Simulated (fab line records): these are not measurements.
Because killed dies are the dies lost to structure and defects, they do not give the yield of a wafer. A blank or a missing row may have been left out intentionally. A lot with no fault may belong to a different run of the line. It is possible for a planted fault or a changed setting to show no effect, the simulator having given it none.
fab line records	flow sky130
record: lots: 6	wafers: 18	lastDay: 48
route steps=708 shown VIA4@652 METAL5@661 PASSIVATION@681 PAD_OPEN@708
lots that met no fault: from a run of the same line without faults
startH: hours from the record's opening day to when the first of the lot's shown wafers began	waitH: hours from the lot's prior step to this one	" same as the row above	L1.1+2: a row that stands for several wafers	- value missing, or start not given	* or withheld: withheld	< > ~ a bound
route shown NAME@n: NAME is a module with steps in the file, n the number in the route of the first one	usual: mean/standard deviation of fault-free wafers	same: alike in all rows	chamber/n: place in a boat	sites: per-site readings	_std_site: standard deviation across them	_edge_site: inner sites' mean taken away from outer sites' mean	radiusMm: for every site, how far away it sits from the centre of the wafer	mask NAME#n: copy n	behind: the most recent tool/chamber to have shaped the wafer	hold: reason for holding the lot/hours on hold/outcome of the hold	device: which transistor (n, p or np) failed to switch	end of line: at the end of the route, the tests of the same wafers	for a step that has no rows: nothing shown but its recipe	killed: at the first sort, the dies lost to defects and structure; wafer yield is something else	map: shows each die of a wafer: x if killed, . if not, _ if none is there
set.NAME: the setting the step ran with; set.NAME@STEP: the setting that earlier step ran with	model.NAME: the simulator's own value behind a step, which no gauge read
a table for each step, a row for each wafer; lots at some steps of the route
services: the hour from which a tool's chamber was out of use, counted from the record's first day as startH (under 0 if before that day), plus the number of hours and why
== steps ==
step: SKY_VIA4_STRIP_13
recipe: chemistry: O2/N2	powerW: 1400	pressureMtorr: 1500	platenTempC: withheld	o2FlowSccm: 3000	n2FlowSccm: 300	overashFraction: 0.5
step: SKY_VIA4_STRIP_14
recipe: chemistry: postEtchResidueRemover	timeS: 1200	tempC: 72.5
step: SKY_VIA4_CLEAN_15
recipe: chemistry: IPA	timeS: 180	tempC: 25
step: SKY_VIA4_CLEAN_16
recipe: chemistry: O3/DIW	dry: n2Spin
step: SKY_VIA4_SPUTTER_17
recipe: material: TiN	targetThkNm: 20	chamberPressurePa: 5	powerW: 4000	timeS: 80
step: SKY_VIA4_CVD_18
recipe: material: W	targetThkNm: 505	timeS: 152.14	tempC: 400	pressureTorr: 40
step: SKY_VIA4_RS_MEAS_19
recipe: thkMeasGauge: four-point-probe	reads: W_of_VIA4_CVD_18+TiN_of_VIA4_SPUTTER_17
usual: VIA4_W_RS: 0.2270/0.002
lot.wafer	tool	chamber	startH	waitH	VIA4_W_RS[ohm/sq]
L901.1	filmMetro-01	-	1019.86	0.1	0.2290
L901.3	"	-	"	"	0.2267
L901.6	"	-	"	"	0.2246
L902.1	filmMetro-01	-	1039.21	0.1	0.2277
L902.4	"	-	"	"	0.2244
L902.5	"	-	"	"	0.2271
L905.3	filmMetro-02	-	1042.67	0.1	0.2258
L905.4	"	-	"	"	0.2283
L905.5	"	-	"	"	0.2290
L906.1	filmMetro-04	-	1054.49	0.1	0.2282
L906.4	"	-	"	"	0.2280
L906.6	"	-	"	"	0.2291
L908.2	filmMetro-01	-	1061.69	0.1	0.2227
L908.4	"	-	"	"	0.2248
L908.5	"	-	"	"	0.2242
L913.1	filmMetro-04	-	1091.71	0.1	0.2238
L913.2	"	-	"	"	0.2291
L913.6	"	-	"	"	0.2236
step: SKY_VIA4_THK_MEAS_20
recipe: thkMeasGauge: xrf	reads: W_of_VIA4_CVD_18
usual: VIA4_W_THK: 504/5.7
lot.wafer	tool	chamber	startH	waitH	VIA4_W_THK[nm]
L901.1	filmMetro-01	-	1019.98	0.1	499
L901.3	"	-	"	"	504
L901.6	"	-	"	"	507
L902.1	filmMetro-01	-	1039.33	0.1	497
L902.4	"	-	"	"	504
L902.5	"	-	"	"	502
L905.3	filmMetro-02	-	1042.77	0.1	504
L905.4	"	-	"	"	498
L905.5	"	-	"	"	502
L906.1	filmMetro-04	-	1054.61	0.1	504
L906.4	"	-	"	"	503
L906.6	"	-	"	"	498
L908.2	filmMetro-01	-	1061.80	0.1	518
L908.4	"	-	"	"	510
L908.5	"	-	"	"	510
L913.1	filmMetro-04	-	1091.83	0.1	512
L913.2	"	-	"	"	502
L913.6	"	-	"	"	516
step: SKY_VIA4_CMP_21
recipe: stopOn: SiO2	tOverpolishS: 25	downForcePsi: 3.5	platenRpm: 60	targetThkNm: 0	padVelocityMS: 0.94248
usual: motorCurrentA: 10.6/1.2	overpolishRunS: 25.000/0.0091	timeToEndpointS: 122/4.6
lot.wafer	tool	chamber	startH	waitH	motorCurrentA	overpolishRunS	timeToEndpointS
L901.3	cmp-02	2	1020.14	0.1	11.8	24.988	115
L901.1	"	3	"	"	10.2	25.006	124
L901.6	"	1	"	"	10.2	24.991	121
L902.1	cmp-01	2	1039.49	0.1	11.9	25.001	117
L902.4	"	3	"	"	12.3	25.025	126
L902.5	"	0	"	"	9.1	24.997	122
L905.4	cmp-01	2	1042.81	0.0	11.2	25.006	117
L905.3	"	3	"	"	12.1	25.002	129
L905.5	"	3	"	"	12.0	24.985	126
L906.4	cmp-02	1	1054.67	0.0	10.7	25.002	127
L906.1	"	0	"	"	9.5	24.995	115
L906.6	"	1	"	"	10.2	24.991	121
L908.4	cmp-01	0	1061.99	0.2	8.9	24.982	125
L908.2	"	2	"	"	11.3	25.001	119
L908.5	"	0	"	"	9.0	25.010	125
L913.1	cmp-01	1	1091.99	0.1	11.4	24.999	126
L913.2	"	2	"	"	12.5	24.984	118
L913.6	"	3	"	"	12.2	25.003	135
step: SKY_METAL5_SPUTTER_00
recipe: material: Ti	targetThkNm: 15	powerW: 3000	timeS: 10	chamberPressurePa: 0.4
usual: chamberPressurePa: 0.4001/0.00074	throttleValvePct: 30.7/1.1
lot.wafer	tool	chamber	startH	waitH	chamberPressurePa	throttleValvePct
L901.1	pvdSputter-02	-	1020.34	0.1	0.3999	29.7
L901.3	"	-	"	"	0.3999	30.3
L901.6	"	-	"	"	0.3995	31.0
L902.1	pvdSputter-04	-	1039.69	0.1	0.3991	30.2
L902.4	"	-	"	"	0.3982	33.2
L902.5	"	-	"	"	0.3993	33.0
L905.3	pvdSputter-04	-	1043.11	0.2	0.4003	30.2
L905.4	"	-	"	"	0.3986	30.2
L905.5	"	-	"	"	0.4002	31.0
L906.1	pvdSputter-02	-	1054.97	0.1	0.4002	30.1
L906.4	"	-	"	"	0.3993	31.1
L906.6	"	-	"	"	0.4014	29.1
L908.2	pvdSputter-02	-	1062.29	0.1	0.4002	30.7
L908.4	"	-	"	"	0.4013	29.8
L908.5	"	-	"	"	0.4012	30.6
L913.1	pvdSputter-04	-	1092.19	0.1	0.3993	30.2
L913.2	"	-	"	"	0.3985	30.7
L913.6	"	-	"	"	0.3993	29.9
step: SKY_METAL5_SPUTTER_01
recipe: material: TiN	targetThkNm: 20	powerW: 6500	timeS: 16.7	chamberPressurePa: 0.4
usual: chamberPressurePa: 0.4000/0.00076	throttleValvePct: 30.6/1.1
lot.wafer	tool	chamber	startH	waitH	chamberPressurePa	throttleValvePct
L901.1	pvdSputter-02	-	1020.36	0.0	0.4005	29.9
L901.3	"	-	"	"	0.4009	30.5
L901.6	"	-	"	"	0.3992	30.9
L902.1	pvdSputter-04	-	1039.71	0.0	0.3988	30.1
L902.4	"	-	"	"	0.4006	32.7
L902.5	"	-	"	"	0.3997	32.8
L905.3	pvdSputter-04	-	1043.13	0.0	0.3990	30.2
L905.4	"	-	"	"	0.3995	30.2
L905.5	"	-	"	"	0.3993	31.1
L906.1	pvdSputter-02	-	1054.99	0.0	0.3995	29.7
L906.4	"	-	"	"	0.3995	31.0
L906.6	"	-	"	"	0.4010	29.4
L908.2	pvdSputter-02	-	1062.31	0.0	0.3994	30.8
L908.4	"	-	"	"	0.3987	29.7
L908.5	"	-	"	"	0.3996	30.3
L913.1	pvdSputter-04	-	1092.21	0.0	0.3998	29.8
L913.2	"	-	"	"	0.3993	30.7
L913.6	"	-	"	"	0.4000	30.2
step: SKY_METAL5_SPUTTER_02
recipe: material: AlCu	targetThkNm: 1150	powerW: 10600	timeS: 61.2	chamberPressurePa: 0.4
step: SKY_METAL5_SPUTTER_03
recipe: material: Ti	targetThkNm: 5	powerW: 3000	timeS: 3.3	chamberPressurePa: 0.4
usual: chamberPressurePa: 0.4002/0.00082	throttleValvePct: 30.6/1.1
lot.wafer	tool	chamber	startH	waitH	chamberPressurePa	throttleValvePct
L901.1	pvdSputter-02	-	1020.44	0.0	0.4006	30.1
L901.3	"	-	"	"	0.4004	30.4
L901.6	"	-	"	"	0.4000	31.0
L902.1	pvdSputter-04	-	1039.79	0.0	0.3981	30.2
L902.4	"	-	"	"	0.4009	32.8
L902.5	"	-	"	"	0.3997	32.9
L905.3	pvdSputter-04	-	1043.21	0.0	0.3990	30.0
L905.4	"	-	"	"	0.4002	30.0
L905.5	"	-	"	"	0.4003	31.2
L906.1	pvdSputter-02	-	1055.07	0.0	0.4011	30.0
L906.4	"	-	"	"	0.4004	31.2
L906.6	"	-	"	"	0.3993	29.2
L908.2	pvdSputter-02	-	1062.38	0.0	0.4003	30.4
L908.4	"	-	"	"	0.4021	30.0
L908.5	"	-	"	"	0.4000	30.3
L913.1	pvdSputter-04	-	1092.29	0.0	0.4014	30.1
L913.2	"	-	"	"	0.3996	30.9
L913.6	"	-	"	"	0.4008	30.1
step: SKY_METAL5_SPUTTER_04
recipe: material: TiN	targetThkNm: 70	powerW: 6500	timeS: 58.3	chamberPressurePa: 0.4
usual: chamberPressurePa: 0.4000/0.00074	throttleValvePct: 30.7/1.1
lot.wafer	tool	chamber	startH	waitH	chamberPressurePa	throttleValvePct
L901.1	pvdSputter-02	-	1020.46	0.0	0.4000	29.9
L901.3	"	-	"	"	0.3996	30.2
L901.6	"	-	"	"	0.4009	30.9
L902.1	pvdSputter-04	-	1039.80	0.0	0.3999	30.0
L902.4	"	-	"	"	0.4010	32.7
L902.5	"	-	"	"	0.4010	33.2
L905.3	pvdSputter-04	-	1043.22	0.0	0.4004	30.1
L905.4	"	-	"	"	0.3995	30.2
L905.5	"	-	"	"	0.4005	31.0
L906.1	pvdSputter-02	-	1055.09	0.0	0.3988	30.0
L906.4	"	-	"	"	0.4005	31.0
L906.6	"	-	"	"	0.3996	29.2
L908.2	pvdSputter-02	-	1062.40	0.0	0.3988	30.4
L908.4	"	-	"	"	0.4000	30.0
L908.5	"	-	"	"	0.3986	30.5
L913.1	pvdSputter-04	-	1092.31	0.0	0.3987	30.1
L913.2	"	-	"	"	0.3997	31.0
L913.6	"	-	"	"	0.3997	29.8
step: SKY_METAL5_RS_MEAS_05
recipe: thkMeasGauge: four-point-probe	reads: TiN_of_METAL5_SPUTTER_04+Ti_of_METAL5_SPUTTER_03+AlCu_of_METAL5_SPUTTER_02+TiN_of_METAL5_SPUTTER_01+Ti_of_METAL5_SPUTTER_00
usual: METAL5_ALCU_RS: 0.0271/0.00034
lot.wafer	tool	chamber	startH	waitH	METAL5_ALCU_RS[ohm/sq]
L901.1	filmMetro-01	-	1020.51	0.0	0.0277
L901.3	"	-	"	"	0.0273
L901.6	"	-	"	"	0.0273
L902.1	filmMetro-04	-	1039.85	0.0	0.0274
L902.4	"	-	"	"	0.0275
L902.5	"	-	"	"	0.0274
L905.3	filmMetro-04	-	1043.31	0.1	0.0265
L905.4	"	-	"	"	0.0272
L905.5	"	-	"	"	0.0272
L906.1	filmMetro-04	-	1055.14	0.0	0.0273
L906.4	"	-	"	"	0.0271
L906.6	"	-	"	"	0.0275
L908.2	filmMetro-03	-	1062.47	0.0	0.0271
L908.4	"	-	"	"	0.0273
L908.5	"	-	"	"	0.0271
L913.1	filmMetro-04	-	1092.35	0.0	0.0272
L913.2	"	-	"	"	0.0270
L913.6	"	-	"	"	0.0261
step: SKY_METAL5_THK_MEAS_06
recipe: thkMeasGauge: xrf	reads: AlCu_of_METAL5_SPUTTER_02
usual: METAL5_ALCU_THK: 1173/16
lot.wafer	tool	chamber	startH	waitH	METAL5_ALCU_THK[nm]
L901.1	filmMetro-01	-	1020.63	0.1	1147
L901.3	"	-	"	"	1160
L901.6	"	-	"	"	1160
L902.1	filmMetro-04	-	1039.97	0.1	1171
L902.4	"	-	"	"	1168
L902.5	"	-	"	"	1168
L905.3	filmMetro-04	-	1043.41	0.1	1203
L905.4	"	-	"	"	1180
L905.5	"	-	"	"	1175
L906.1	filmMetro-04	-	1055.26	0.1	1163
L906.4	"	-	"	"	1178
L906.6	"	-	"	"	1164
L908.2	filmMetro-03	-	1062.58	0.1	1165
L908.4	"	-	"	"	1151
L908.5	"	-	"	"	1170
L913.1	filmMetro-04	-	1092.47	0.1	1171
L913.2	"	-	"	"	1175
L913.6	"	-	"	"	1219
step: SKY_METAL5_DEHYDRATE_07
recipe: tempC: 200	timeS: 60
step: SKY_METAL5_HMDS_08
recipe: primeTimeS: 60	primeTempC: 120
step: SKY_METAL5_COAT_09
recipe: resist: NOVOLAK	spinRpm: 3000	resistThkNm: 1800
step: SKY_METAL5_SOFTBAKE_10
recipe: tempC: 90	timeS: 60	resist: NOVOLAK
step: SKY_METAL5_EXPOSE_11
recipe: maskId: MM5	na: 0.6	sourceShape: conventional	sigmaOuter: 0.6	polarization: unpolarized	targetCdNm: 1600	doseMj: 190
step: SKY_METAL5_PEB_12
recipe: tempC: withheld	timeS: *	resist: NOVOLAK
step: SKY_METAL5_DEVELOP_13
recipe: resist: NOVOLAK	developer: TMAH	developTimeS: 60	devTempC: 23
step: SKY_METAL5_DESCUM_14
recipe: chemistry: O2	sourcePowerW: 150	biasPowerW: 0	pressureMtorr: 10	tempC: 40	timeS: 11
step: SKY_METAL5_METAL_ETCH_15
recipe: targetDepthA: 12600	stopOn: SiO2	overEtchFrac: 0.2	timeS: 252	chemistry: Cl2/BCl3	resistSidewallDeg: 86	pressureMtorr: 10	icpW: 900	biasW: 48.5	Cl2_flow_sccm: 60	bcl3FlowSccm: 30
usual: drypumpMotorCurrentA: 5.6/0.47	oesProductAu: 0.894/0.005	throttleValvePct: 22.265/0.0098
lot.wafer	tool	chamber	startH	waitH	drypumpMotorCurrentA	oesProductAu	rfHoursCounterH	throttleValvePct
L901.1	rieMetal-03	0	1043.00	0.0	4.9	0.890	8	22.251
L901.3	"	0	"	"	4.9	0.896	-	22.247
L901.6	"	0	"	"	4.9	0.894	-	22.256
L902.1	rieMetal-01	0	1061.70	0.0	5.5	0.898	15	22.286
L902.4	"	1	"	"	5.6	0.886	-	22.260
L902.5	"	0	"	"	5.5	0.893	-	22.258
L905.3	rieMetal-04	1	1065.06	0.1	6.0	0.897	-	22.280
L905.4	"	0	"	"	6.5	0.889	-	22.251
L905.5	"	1	"	"	6.0	0.889	-	22.281
L906.1	rieMetal-03	0	1075.96	0.0	4.9	0.904	10	22.253
L906.4	"	1	"	"	5.4	0.885	-	22.267
L906.6	"	0	"	"	4.9	0.891	-	22.269
L908.2	rieMetal-01	0	1083.20	0.0	5.5	0.888	16	22.273
L908.4	"	1	"	"	5.6	0.902	-	22.265
L908.5	"	0	"	"	5.5	0.894	-	22.263
L913.1	rieMetal-03	0	1112.93	0.0	4.9	0.890	13	22.269
L913.2	"	1	"	"	5.4	0.889	19	22.286
L913.6	"	1	"	"	5.4	0.901	-	22.266
step: SKY_METAL5_STRIP_16
recipe: chemistry: O2/N2	powerW: 1400	pressureMtorr: 1500	platenTempC: withheld	o2FlowSccm: 3000	n2FlowSccm: 300	overashFraction: 0.5
step: SKY_METAL5_STRIP_17
recipe: chemistry: postEtchResidueRemover	timeS: 1200	tempC: 72.5
step: SKY_METAL5_CLEAN_18
recipe: chemistry: IPA	timeS: 180	tempC: 25
step: SKY_METAL5_CLEAN_19
recipe: chemistry: O3/DIW	dry: n2Spin
step: SKY_PASSIVATION_CVD_00
recipe: material: SiO2	targetThkNm: 90	tempC: 400	timeS: withheld	rfW: 600
step: SKY_PASSIVATION_THK_MEAS_01
recipe: reads: SiO2_of_PASSIVATION_CVD_00
usual: PASSIVATION_CVD_00_THK: 90.1/1.1
lot.wafer	tool	chamber	startH	waitH	PASSIVATION_CVD_00_THK[nm]
L901.1	filmMetro-02	-	1043.86	-	89.8
L901.3	"	-	"	"	89.7
L901.6	"	-	"	"	89.8
L902.1	filmMetro-02	-	1062.62	-	89.2
L902.4	"	-	"	"	91.5
L902.5	"	-	"	"	90.9
L905.3	filmMetro-01	-	1065.86	-	90.1
L905.4	"	-	"	"	92.0
L905.5	"	-	"	"	92.4
L906.1	filmMetro-01	-	1076.81	-	89.9
L906.4	"	-	"	"	89.6
L906.6	"	-	"	"	90.2
L908.2	filmMetro-02	-	1084.06	-	90.3
L908.4	"	-	"	"	91.1
L908.5	"	-	"	"	90.7
L913.1	filmMetro-02	-	1113.78	-	88.6
L913.2	"	-	"	"	90.1
L913.6	"	-	"	"	91.9
step: SKY_PASSIVATION_CVD_02
recipe: material: Si3N4	targetThkNm: 540	tempC: 400	timeS: withheld	rfW: 450
step: SKY_PASSIVATION_THK_MEAS_03
recipe: reads: Si3N4_of_PASSIVATION_CVD_02
usual: PASSIVATION_CVD_02_THK: 541/7.8
lot.wafer	tool	chamber	startH	waitH	PASSIVATION_CVD_02_THK[nm]
L901.1	filmMetro-02	-	1044.25	-	527
L901.3	"	-	"	"	540
L901.6	"	-	"	"	528
L902.1	filmMetro-03	-	1062.91	-	531
L902.4	"	-	"	"	553
L902.5	"	-	"	"	542
L905.3	filmMetro-01	-	1066.15	-	549
L905.4	"	-	"	"	547
L905.5	"	-	"	"	550
L906.1	filmMetro-02	-	1077.21	-	542
L906.4	"	-	"	"	555
L906.6	"	-	"	"	553
L908.2	filmMetro-02	-	1084.34	-	536
L908.4	"	-	"	"	551
L908.5	"	-	"	"	552
L913.1	filmMetro-03	-	1114.07	-	526
L913.2	"	-	"	"	526
L913.6	"	-	"	"	528
step: SKY_PASSIVATION_DEHYDRATE_04
recipe: tempC: 200	timeS: 60
step: SKY_PASSIVATION_HMDS_05
recipe: primeTimeS: 60	primeTempC: 120
step: SKY_PASSIVATION_COAT_06
recipe: spinRpm: 2000	resistThkNm: 3000
step: SKY_PASSIVATION_SOFTBAKE_07
recipe: tempC: 110	timeS: withheld
step: SKY_PASSIVATION_EXPOSE_08
recipe: maskId: NSM	targetCdNm: 3000	na: 0.57	doseMj: 260
step: SKY_PASSIVATION_PEB_09
recipe: tempC: 115	timeS: withheld
step: SKY_PASSIVATION_DEVELOP_10
recipe: developTimeS: 60	devTempC: 23
step: SKY_PASSIVATION_ETCH_11
recipe: chemistry: CF4/O2	targetDepthNm: 725	stopOn: AlCu	sourceW: 800	biasW: 150	pressureMtorr: 150	cf4FlowSccm: 80	O2_flow_sccm: 10	timeS: 161.1
step: SKY_PASSIVATION_STRIP_12
recipe: chemistry: O2/N2	powerW: 1400	pressureMtorr: 1500	platenTempC: withheld	overashFraction: 0.7	o2FlowSccm: 3000	n2FlowSccm: 300
step: SKY_PAD_OPEN_PROBE_99
usual: killed_at_M0_to_M3: 44/7.3	killed_at_M4_up: 3.4/1.8	killedAtContacts: 24/5.8	killedAtFrontEnd: 15/4.9	killedAtOther: 0.4/0.63	killedDies: 86/11	killedOpen: 47/8	killedShort: 39/6.5
same: grossDies: 492	killedAtBackSide: 0
lot.wafer	tool	chamber	startH	waitH	killed_at_M0_to_M3	killed_at_M4_up	killedAtContacts	killedAtFrontEnd	killedAtOther	killedDies	killedOpen	killedShort	model.etest.tipSonos.rsOhmSq	model.etest.tester.sortNPass	model.etest.tester.sortYieldPct	model.etest.tester.sort_bin_5_pct	model.etest.tester.sort_bin_3_pct
L901.1	prober-02	-	1089.17	0.1	50	2	12	10	0	74	47	27	2648	418	84.96	10.37	0.813
L901.3	prober-02	-	1089.27	0.2	41	4	19	16	0	80	38	42	2671	412	83.74	9.553	0.2033
L901.6	prober-02	-	1089.42	0.2	47	5	20	14	1	87	48	39	2605	405	82.32	9.756	0.813
L902.1	prober-02	-	1106.75	0.1	50	4	19	11	1	85	45	40	2770	407	82.72	9.756	1.016
L902.4	prober-02	-	1106.90	0.2	42	3	23	10	1	79	32	46	2746	413	83.94	9.146	1.626
L902.5	prober-02	-	1106.95	0.2	54	2	19	11	0	86	50	35	2819	406	82.52	11.38	0.6098
L905.3	prober-02	-	1110.22	0.2	39	1	18	12	0	70	34	36	2758	422	85.77	8.537	0.2033
L905.4	prober-02	-	1110.27	0.2	44	6	34	9	1	94	60	33	2722	398	80.89	11.79	1.22
L905.5	prober-02	-	1110.32	0.2	46	3	18	17	1	85	43	40	2718	407	82.72	11.38	0.4065
L906.1	prober-02	-	1120.91	0.1	32	42	25	4	0	103	39	23	2651	389	79.06	11.99	2.846
L906.4	prober-02	-	1121.06	0.2	50	25	19	14	0	108	52	35	2656	384	78.05	14.02	1.423
L906.6	prober-02	-	1121.16	0.2	32	59	24	7	0	122	29	39	2678	370	75.2	14.43	3.862
L908.2	prober-01	-	1127.22	0.1	30	58	26	10	0	124	43	25	2861	-	-	-	-
L908.4	prober-01	-	1127.32	0.2	40	46	14	11	0	111	42	28	2847	-	-	-	-
L908.5	prober-01	-	1127.37	0.2	41	50	21	11	1	124	43	33	2786	-	-	-	-
L913.1	prober-02	-	1154.67	0.1	42	1	37	14	0	94	59	35	2748	398	80.89	10.77	1.016
L913.2	prober-02	-	1154.72	0.1	45	6	29	21	1	102	54	45	2717	390	79.27	12.6	0.2033
L913.6	prober-02	-	1154.92	0.2	40	5	36	17	0	98	53	45	2758	394	80.08	14.02	0.813
killed by level:class
L901.1 VIA3:geometricParticle:open=9 CONTACT:geometricParticle:open=8 VIA2:geometricParticle:open=8 VIA1:geometricParticle:open=7 METAL2:geometricParticle:short=7 POLY_GATE:geometricParticle:open=4 METAL1:geometricParticle:short=4 LI_CONTACT:geometricParticle:open=3
L901.3 VIA1:geometricParticle:open=10 VIA2:geometricParticle:open=9 LI_CONTACT:geometricParticle:open=5 CONTACT:geometricParticle:short=5 POLY_GATE:geometricParticle:open=4 POLY_GATE:geometricParticle:short=4 VIA3:geometricParticle:short=4 LOCAL_INTERCONNECT:geometricParticle:short=4
L901.6 VIA1:geometricParticle:open=10 VIA3:geometricParticle:open=10 CONTACT:geometricParticle:short=8 CONTACT:geometricParticle:open=6 FIELD_ISO:geometricParticle:short=5 VIA2:geometricParticle:open=5 VIA3:geometricParticle:short=5 FIELD_ISO:geometricParticle:open=4
L902.1 CONTACT:geometricParticle:open=10 VIA3:geometricParticle:open=10 VIA2:geometricParticle:open=9 METAL2:geometricParticle:short=8 METAL1:geometricParticle:short=6 VIA1:geometricParticle:open=6 VIA1:geometricParticle:short=5 LI_CONTACT:geometricParticle:open=4
L902.4 VIA1:geometricParticle:short=10 CONTACT:geometricParticle:open=9 METAL1:geometricParticle:short=8 VIA1:geometricParticle:open=7 LOCAL_INTERCONNECT:geometricParticle:short=4 METAL2:geometricParticle:short=4 LI_CONTACT:geometricParticle:open=3 LI_CONTACT:geometricParticle:short=3
L902.5 VIA1:geometricParticle:open=19 VIA1:geometricParticle:short=8 VIA2:geometricParticle:open=7 CONTACT:geometricParticle:open=6 VIA3:geometricParticle:open=6 LOCAL_INTERCONNECT:geometricParticle:short=5 METAL2:geometricParticle:short=5 FIELD_ISO:geometricParticle:open=4
L905.3 VIA1:geometricParticle:open=7 VIA3:geometricParticle:open=7 LI_CONTACT:geometricParticle:open=5 VIA1:geometricParticle:short=5 VIA3:geometricParticle:short=5 LOCAL_INTERCONNECT:geometricParticle:short=4 FIELD_ISO:geometricParticle:short=3 CONTACT:geometricParticle:open=3
L905.4 LI_CONTACT:geometricParticle:open=16 VIA1:geometricParticle:open=13 CONTACT:geometricParticle:open=8 VIA2:geometricParticle:open=8 METAL1:geometricParticle:short=6 CONTACT:geometricParticle:short=5 METAL4:geometricParticle:short=5 VIA3:geometricParticle:open=5
L905.5 VIA3:geometricParticle:open=12 VIA2:geometricParticle:open=7 CONTACT:geometricParticle:open=6 FIELD_ISO:geometricParticle:open=5 LI_CONTACT:geometricParticle:open=5 VIA1:geometricParticle:open=5 METAL2:geometricParticle:short=5 FIELD_ISO:geometricParticle:short=4
L906.1 METAL5:unspecified=40 VIA1:geometricParticle:open=12 LI_CONTACT:geometricParticle:open=10 VIA2:geometricParticle:open=6 CONTACT:geometricParticle:open=5 METAL2:geometricParticle:short=5 CONTACT:geometricParticle:short=4 LOCAL_INTERCONNECT:geometricParticle:short=3
L906.4 METAL5:unspecified=21 VIA3:geometricParticle:open=9 VIA1:geometricParticle:open=8 VIA2:geometricParticle:open=8 CONTACT:geometricParticle:open=7 POLY_GATE:geometricParticle:open=5 LI_CONTACT:geometricParticle:open=5 METAL1:geometricParticle:open=5
L906.6 METAL5:unspecified=54 CONTACT:geometricParticle:open=8 CONTACT:geometricParticle:short=6 VIA2:geometricParticle:open=6 FIELD_ISO:geometricParticle:short=5 METAL3:geometricParticle:short=5 VIA1:geometricParticle:open=5 LOCAL_INTERCONNECT:geometricParticle:short=4
L908.2 METAL5:unspecified=56 CONTACT:geometricParticle:open=10 METAL2:geometricParticle:short=7 LI_CONTACT:geometricParticle:open=6 VIA3:geometricParticle:open=6 METAL1:geometricParticle:short=5 VIA2:geometricParticle:open=4 LOCAL_INTERCONNECT:geometricParticle:open=4
L908.4 METAL5:unspecified=41 VIA1:geometricParticle:open=8 METAL2:geometricParticle:short=7 CONTACT:geometricParticle:open=6 POLY_GATE:geometricParticle:open=4 CONTACT:geometricParticle:short=4 METAL1:geometricParticle:open=4 VIA2:geometricParticle:open=4
L908.5 METAL5:unspecified=48 VIA1:geometricParticle:open=10 VIA3:geometricParticle:open=7 CONTACT:geometricParticle:short=6 VIA2:geometricParticle:open=6 LI_CONTACT:geometricParticle:open=5 CONTACT:geometricParticle:open=5 METAL1:geometricParticle:short=5
L913.1 CONTACT:geometricParticle:open=15 METAL2:geometricParticle:short=9 LI_CONTACT:geometricParticle:open=8 VIA1:geometricParticle:open=8 VIA2:geometricParticle:open=8 CONTACT:geometricParticle:short=6 VIA2:geometricParticle:short=5 FIELD_ISO:geometricParticle:open=4
L913.2 VIA1:geometricParticle:open=11 CONTACT:geometricParticle:open=8 CONTACT:geometricParticle:short=8 LI_CONTACT:geometricParticle:open=7 METAL2:geometricParticle:short=6 VIA1:geometricParticle:short=6 VIA3:geometricParticle:open=6 FIELD_ISO:geometricParticle:open=5
L913.6 CONTACT:geometricParticle:open=12 VIA1:geometricParticle:open=12 LOCAL_INTERCONNECT:geometricParticle:short=9 VIA1:geometricParticle:short=9 VIA3:geometricParticle:open=7 LI_CONTACT:geometricParticle:open=7 FIELD_ISO:geometricParticle:open=4 FIELD_ISO:geometricParticle:short=4
map L906.6 (x killed, . not)
__________xxxxxxx.x._________
________..xxxxx.x.x..._______
______.x.xxxxxxxxxx...x._____
_____....xxxxxxxxxx......____
____x...x.xxxxxxxxxx.x....___
___........xxxxxxx...x.....__
__x.......xxxxxxx.x..x......_
_.x.....x.........x..x.x.....
_........x.x............x....
_.................x.x........
_.....x....x....x....x....x..
_x..xx........x....x.........
_.........x.....x..x.........
_.....x...xx.................
_........x........x......x..x
__..x.xx...............x..x._
___............x...........__
____x.......x...x.......x.___
_____......x....xx....x..____
______.x.x.x............_____
________x.x....x....x._______
__________...xx...x._________
map L908.2 (x killed, . not)
__________.x.......x_________
________..x..x........_______
______....x.x......x...._____
_____.x..................____
____..xx......x.x.........___
___...xxxx....x..x.....x...__
__.xxxxxxxx...x......xxx...._
_..xxxxxxxx.x.........xx.....
_.xxxxxxxxxx...........x.....
_..xxxxxxxxx.................
_.x.xxxxxxxx.x.......x.......
_.....xxx.x......x...........
_....x.xx.x..xx.........xx...
_x......x.........xxxx.xxxx..
_.....x.....x...............x
__xx.x....x...x.....x......._
___..x..x.x............x...__
____....x.xxx.............___
_____..................x.____
______............x..x.._____
________..xxx...xx...._______
__________...x.xx..._________
== services ==
tool	chamber	startH	hours	kind
rieMetal-01	-	1003.12	2.8	pm
pvdSputter-04	-	1009.03	2.0	repair
rieMetal-01	-	1024.30	0.3	repair
rieMetal-01	1	1049.29	3.8	repair
cmp-02	-	1056.39	1.4	repair
rieMetal-01	1	1066.39	1.5	repair
cmp-02	-	1084.00	4.0	pm
cmp-02	-	1088.00	-	consumableReplace:conditioner
cmp-02	-	1088.00	-	consumableReplace:pad
rieMetal-03	-	1099.29	8.6	repair
cmp-02	-	1100.67	0.4	repair
pvdSputter-02	-	1101.41	7.9	repair
cmp-02	-	1103.04	2.6	repair
== key ==
firstSign: step: SKY_PAD_OPEN_PROBE_99	reading: killed_at_M4_up	direction: up	sigmas: 25	usual: 3.4	struck: 46.7
effect: step: SKY_PAD_OPEN_PROBE_99	reading: killedDies	direction: up	sigmas: 2.8	usual: 86	struck: 115	wafersMoved: 5
modelEffect: step: SKY_PAD_OPEN_PROBE_99	value: etest.tipSonos.rsOhmSq	without: 2634	struck: 2747
metAt SKY_METAL5_SPUTTER_03
struckWafers L906.1,L906.4,L906.6,L908.2,L908.4,L908.5
testerLeftOut L908
onsetBetween 1020.44 1055.07
alsoFits SKY_METAL5_SPUTTER_00:pvdSputter-02,SKY_METAL5_SPUTTER_01:pvdSputter-02,SKY_METAL5_SPUTTER_04:pvdSputter-02
earlierFault: kind: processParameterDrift	tool: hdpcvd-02	chamber: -	onsetH: 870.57	steps: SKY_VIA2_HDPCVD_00	channel: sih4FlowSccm	offset: 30	shape: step	actsIn: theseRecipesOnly	stated: 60
earlierFault: kind: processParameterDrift	tool: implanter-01	chamber: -	onsetH: 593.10	steps: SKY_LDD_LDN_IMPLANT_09	channel: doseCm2	offset: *	shape: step	endH: 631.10	actsIn: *	stated: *
fault: kind: chamberParticleSource	tool: pvdSputter-02	chamber: -	onsetH: 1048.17	steps: SKY_METAL5_SPUTTER_03	ratePerVisitCm2: 0.89178
testerLeftOut: of these lots the tester's yield and bins aren't shown, on N5 and GAA mostly nor the transistor test; their killed dies are dies lost to structure and defects alone, not to doping, threshold or leakage, so they don't give the yield
